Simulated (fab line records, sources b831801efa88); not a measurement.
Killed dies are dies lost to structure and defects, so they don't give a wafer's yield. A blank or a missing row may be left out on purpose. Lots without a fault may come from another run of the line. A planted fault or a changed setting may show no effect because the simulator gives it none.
Which tool did it? | flow sky130 | 10 lots, 30 wafers sampled, at 7 steps of a route of 708

WHAT THE GAUGES READ, wafer by wafer
SKY_RES_XHIGH_TW_MEAS_09. Usual: RES_XHIGH_TW 1640, standard deviation 18.
lot  | measured     | on            | RES_XHIGH_TW   | flag
L364 | day 26 20:34 | film_metro-04 | 1660 1655 1649 |
L365 | day 26 22:26 | film_metro-03 | 1644 1636 1636 |
L369 | day 29 01:26 | film_metro-02 | 1618 1612 1622 |
L370 | day 29 05:50 | film_metro-04 | 1653 1657 1652 |
L371 | day 29 14:36 | film_metro-04 | 1644 1653 1661 |
L375 | day 31 10:17 | film_metro-04 | 1636 1644 1640 |
L378 | day 31 20:10 | film_metro-02 | 1615 1613 1613 |
L383 | day 32 23:56 | film_metro-02 | 1614 1618 1613 |
L384 | day 33 16:13 | film_metro-02 | 1606 1594 1603 |
L385 | day 33 23:40 | film_metro-03 | 1661 1659 1653 |

SKY_SD_N_TW_MEAS_12. Usual: SD_N_TW 3985, standard deviation 50.
lot  | measured     | on            | SD_N_TW                       | flag
L364 | day 27 23:37 | film_metro-04 | 4037 4072 4038                |
L365 | day 28 00:49 | film_metro-04 | 4036 4036 4019                |
L369 | day 30 05:50 | film_metro-04 | 4046 4050 4045                |
L370 | day 30 09:31 | film_metro-04 | 4028 4022 4039                |
L371 | day 30 19:48 | film_metro-04 | 4027 4030 4008                |
L375 | day 32 14:23 | film_metro-02 | 3669 3670 3661 3655 3664 3678 | OFF
L378 | day 32 23:20 | film_metro-03 | 3719 3739 3759 3731 3765 3713 | OFF
L383 | day 34 03:32 | film_metro-02 | 3911 3896 3909                |
L384 | day 34 19:06 | film_metro-02 | 3910 3900 3911                |
L385 | day 35 02:41 | film_metro-04 | 4000 4001 3988                |

SKY_SD_N_RS_MEAS_16: measures by four-point-probe. Usual: SD_N_RS 68.54 ohm/sq, standard deviation 0.13.
lot  | measured     | on            | SD_N_RS (ohm/sq)                    | flag
L364 | day 27 23:58 | film_metro-04 | 68.46 68.49 68.55                   |
L365 | day 28 01:07 | film_metro-04 | 68.52 68.60 68.53                   |
L369 | day 30 06:08 | film_metro-03 | 68.57 68.82 68.53                   |
L370 | day 30 09:48 | film_metro-04 | 68.40 68.62 68.54                   |
L371 | day 30 20:06 | film_metro-03 | 68.52 68.40 68.50                   |
L375 | day 32 16:23 | film_metro-04 | 78.24 78.26 78.50 78.36 78.46 78.54 | OFF
L378 | day 33 03:34 | film_metro-04 | 78.51 78.38 78.43 78.35 78.35 78.56 | OFF
L383 | day 34 03:50 | film_metro-04 | 68.46 68.42 68.58                   |
L384 | day 34 19:24 | film_metro-03 | 68.32 68.49 68.49                   |
L385 | day 35 02:59 | film_metro-04 | 68.52 68.61 68.64                   |

WHICH TOOL RAN EACH LOT (tool, then ch and the chambers of the sampled wafers, then the start)
lot  | SKY_LDD_LDN_STRIP_12                 | SKY_POLY_CUT_ETCH_11               | SKY_SD_N_IMPLANT_09             | SKY_SD_N_STRIP_11
L364 | plasma_asher-02 ch 0,1, day 23 00:10 | rie_diel-03 ch 0,3, day 24 08:21   | implanter-03 ch 0, day 27 23:14 | plasma_asher-04 ch 0,1, day 27 23:32
L365 | plasma_asher-04 ch 0,1, day 23 03:34 | rie_diel-03 ch 0,2,3, day 24 11:36 | implanter-03 ch 0, day 28 00:26 | plasma_asher-02 ch 0,1, day 28 00:44
L369 | plasma_asher-04 ch 0,1, day 25 07:31 | rie_diel-03 ch 1,2, day 26 16:25   | implanter-04 ch 0, day 30 05:26 | plasma_asher-01 ch 0,1, day 30 05:44
L370 | plasma_asher-04 ch 0,1, day 25 13:19 | rie_diel-03 ch 0,2, day 26 22:22   | implanter-04 ch 0, day 30 09:07 | plasma_asher-02 ch 1, day 30 09:25
L371 | plasma_asher-04 ch 0,1, day 26 00:26 | rie_diel-04 ch 0,2, day 27 07:14   | implanter-03 ch 0, day 30 19:25 | plasma_asher-01 ch 0,1, day 30 19:41
L375 | plasma_asher-01 ch 0,1, day 27 06:13 | rie_diel-03 ch 0,2,3, day 29 01:45 | implanter-03 ch 0, day 32 14:02 | plasma_asher-02 ch 0,1, day 32 14:18
L378 | plasma_asher-04 ch 0,1, day 28 06:19 | rie_diel-03 ch 1,2,3, day 29 13:24 | implanter-03 ch 0, day 32 22:56 | plasma_asher-04 ch 0,1, day 32 23:14
L383 | plasma_asher-02 ch 0,1, day 29 11:43 | rie_diel-04 ch 0,1, day 30 18:02   | implanter-04 ch 0, day 34 03:08 | plasma_asher-01 ch 0, day 34 03:26
L384 | plasma_asher-01 ch 0,1, day 30 03:46 | rie_diel-01 ch 2,3, day 31 09:15   | implanter-02 ch 0, day 34 18:43 | plasma_asher-02 ch 0,1, day 34 18:59
L385 | plasma_asher-02 ch 0, day 30 12:25   | rie_diel-03 ch 1,2,3, day 31 17:06 | implanter-04 ch 0, day 35 02:17 | plasma_asher-02 ch 0,1, day 35 02:35
- SKY_LDD_LDN_STRIP_12: strips in O2/N2.
- SKY_POLY_CUT_ETCH_11: etches Si3N4 in CF4/CH2F2/Ar, stops on poly-Si, time 42.5 s, target depth 60 nm.
- SKY_SD_N_IMPLANT_09
- SKY_SD_N_STRIP_11: strips in O2/N2.

WHAT THE TOOLS THEMSELVES READ (means of the sampled wafers that have a number; where no wafer has one, the mark that the record gives instead)
SKY_LDD_LDN_STRIP_12. Usual: drypump_motor_current_A 5.7 A, standard deviation 0.34; o2_flow_sccm 3001 sccm, standard deviation 10; oes_product_au 0.716 a.u., standard deviation 0.0047; strip_time_to_endpoint_s 14.19 s, standard deviation 0.038.
lot  | tool            | drypump_motor_current_A (A) | o2_flow_sccm (sccm) | oes_product_au (a.u.) | strip_time_to_endpoint_s (s) | flag
L364 | plasma_asher-02 | 6.1                         | 3003                | 0.714                 | 14.17                        |
L365 | plasma_asher-04 | 5.5                         | 3013                | 0.712                 | 14.17                        |
L369 | plasma_asher-04 | 5.5                         | 2999                | 0.717                 | 14.13                        |
L370 | plasma_asher-04 | 5.4                         | 2998                | 0.717                 | 14.15                        |
L371 | plasma_asher-04 | 5.5                         | 2995                | 0.712                 | 14.19                        |
L375 | plasma_asher-01 | 5.3                         | 3002                | 0.713                 | 14.11                        |
L378 | plasma_asher-04 | 5.4                         | 2986                | 0.716                 | 14.15                        |
L383 | plasma_asher-02 | 6.0                         | 2997                | 0.713                 | 14.21                        |
L384 | plasma_asher-01 | 5.4                         | 2991                | 0.716                 | 14.19                        |
L385 | plasma_asher-02 | 6.0                         | 3007                | 0.717                 | 14.24                        |

SKY_POLY_CUT_ETCH_11. Usual: drypump_motor_current_A 6.0 A, standard deviation 0.32; oes_product_au 0.831 a.u., standard deviation 0.0069; throttle_valve_pct 14.995 %, standard deviation 0.0096.
lot  | tool        | drypump_motor_current_A (A) | oes_product_au (a.u.) | throttle_valve_pct (%) | flag
L364 | rie_diel-03 | 6.3                         | 0.828                 | 14.996                 |
L365 | rie_diel-03 | 6.1                         | 0.839                 | 14.988                 |
L369 | rie_diel-03 | 6.2                         | 0.824                 | 14.997                 |
L370 | rie_diel-03 | 6.3                         | 0.832                 | 14.990                 |
L371 | rie_diel-04 | 5.9                         | 0.833                 | 15.000                 |
L375 | rie_diel-03 | 6.1                         | 0.828                 | 14.987                 |
L378 | rie_diel-03 | 6.0                         | 0.835                 | 14.995                 |
L383 | rie_diel-04 | 6.1                         | 0.828                 | 15.008                 |
L384 | rie_diel-01 | 5.9                         | 0.837                 | 14.999                 |
L385 | rie_diel-03 | 6.0                         | 0.838                 | 15.001                 |

SKY_SD_N_IMPLANT_09. Usual: beam_energy_keV 50.001, standard deviation 0.017; tilt_deg -0.001 degrees, standard deviation 0.018.
lot  | tool         | beam_energy_keV | tilt_deg (degrees) | flag
L364 | implanter-03 | 50.002          | -0.015             |
L365 | implanter-03 | 49.997          | -0.006             |
L369 | implanter-04 | 49.991          | -0.018             |
L370 | implanter-04 | 49.994          | 0.006              |
L371 | implanter-03 | 50.002          | 0.012              |
L375 | implanter-03 | 37.546          | -0.025             | OFF
L378 | implanter-03 | 37.545          | 0.005              | OFF
L383 | implanter-04 | 49.999          | -0.019             |
L384 | implanter-02 | 49.998          | -0.009             |
L385 | implanter-04 | 50.020          | -0.009             |

SKY_SD_N_STRIP_11. Usual: drypump_motor_current_A 5.7 A, standard deviation 0.36; o2_flow_sccm 3002 sccm, standard deviation 8.8; oes_product_au 0.528 a.u., standard deviation 0.0046; strip_time_to_endpoint_s 22.57 s, standard deviation 0.036.
lot  | tool            | drypump_motor_current_A (A) | o2_flow_sccm (sccm) | oes_product_au (a.u.) | strip_time_to_endpoint_s (s) | flag
L364 | plasma_asher-04 | 5.4                         | 3001                | 0.526                 | 22.57                        |
L365 | plasma_asher-02 | 6.1                         | 3005                | 0.531                 | 22.53                        |
L369 | plasma_asher-01 | 5.3                         | 2999                | 0.530                 | 22.56                        |
L370 | plasma_asher-02 | 6.2                         | 2999                | 0.529                 | 22.57                        |
L371 | plasma_asher-01 | 5.3                         | 3013                | 0.532                 | 22.53                        |
L375 | plasma_asher-02 | 6.1                         | 2997                | 0.554                 | 20.68                        | OFF
L378 | plasma_asher-04 | 5.4                         | 3005                | 0.550                 | 20.69                        | OFF
L383 | plasma_asher-01 | 5.5                         | 3004                | 0.527                 | 22.59                        |
L384 | plasma_asher-02 | 6.1                         | 3007                | 0.523                 | 22.56                        |
L385 | plasma_asher-02 | 6.1                         | 2996                | 0.522                 | 22.61                        |

THE ANSWER, worked out from the rows above alone
Rule: a lot is off if the mean of its wafers that have a number lies more than 3 standard deviations from the usual mean. A lot without any number at a reading at which 4 lots or more have one is off too. The other lots that the step has rows for count as sound. The gauges are gone through in route order, then the tools' own readings, and for those a lot's mean is taken as printed above. The first step at which some lot is off is used, and at that step the reading that is off furthest; a lot without a number counts as furthest.
Off: L375, L378, at SKY_SD_N_TW_MEAS_12 (SD_N_TW).
A tool fits if, at a process step before that reading, it ran every lot that is off, and no sound lot after the first of them. The gauges at SKY_SD_N_TW_MEAS_12 aren't tried: what is off there is off at SKY_SD_N_RS_MEAS_16 too, on other tools, and a gauge's error can't cause that. One fits: implanter-03 at SKY_SD_N_IMPLANT_09. Its last sound lot is L371 (day 30 19:25), its first lot that is off L375 (day 32 14:02): a fault that began between those two fits.
The tool's own readings at SKY_SD_N_IMPLANT_09 bear it out: on the lots that are off they differ by more than 5 times the standard deviation of the sound lots' means. beam_energy_keV reads 37.546 there against 50.000 on the sound lots.

WHAT THE SIMULATOR HAD PUT IN
Process parameter drift: implanter-03, from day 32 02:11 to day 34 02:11, at SKY_SD_N_IMPLANT_09. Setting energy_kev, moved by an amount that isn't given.
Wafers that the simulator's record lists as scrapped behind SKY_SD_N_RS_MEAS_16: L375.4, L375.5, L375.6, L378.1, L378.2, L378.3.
Lots struck among those shown: L375, L378. The rule above found the same.
